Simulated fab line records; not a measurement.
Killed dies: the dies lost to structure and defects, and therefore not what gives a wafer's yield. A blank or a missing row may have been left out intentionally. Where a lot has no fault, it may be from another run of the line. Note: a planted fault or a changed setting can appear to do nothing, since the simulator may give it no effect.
Which tool is to blame? | flow sky130 | at 1 step of a route of 708, 6 lots with 18 wafers sampled

## WHAT THE GAUGES SHOWED, per wafer
SKY_CAP2M_OVL_MEAS_12.
lot  | measured     | on         | CAP2M_OVL (nm)
L650 | day 41 00:59 | overlay-01 | -0.4 -0.1 -0.4
L653 | day 41 18:55 | overlay-02 | 0.2 -0.3 -0.5
L660 | day 43 14:44 | overlay-01 | 0.5 -3.1 0.1
L662 | day 44 04:50 | overlay-02 | -0.7 0.8 0.9
L666 | day 45 19:56 | overlay-01 | 0.8 1.3 1.1
L669 | day 46 02:17 | overlay-01 | -0.2 -0.7 -0.6

## EACH LOT AND THE TOOL THAT RAN IT (in order: tool; ch and the chambers of the sampled wafers; start)
Record: no process step prior to these readings.

## THE ANSWER, worked out from the rows above alone
Rule: the usual values come from the lots themselves. Put in order of their means at a reading, lots are off if they are a third of the lots or fewer, leave a main group of 4 or more, and stand apart from it by a gap of 3 or more times the standard deviation of the main group's means; of several such gaps the widest counts. A main group whose means are all the same, to the digits that the tables above print for the reading, isn't used. Also off: a lot with no number at a reading for which 4 or more lots have one. Where the step has rows for the other lots, those lots are counted as sound.
No lot is off at any reading shown: from this, nothing can be told.

## WHAT THE SIMULATOR PUT IN
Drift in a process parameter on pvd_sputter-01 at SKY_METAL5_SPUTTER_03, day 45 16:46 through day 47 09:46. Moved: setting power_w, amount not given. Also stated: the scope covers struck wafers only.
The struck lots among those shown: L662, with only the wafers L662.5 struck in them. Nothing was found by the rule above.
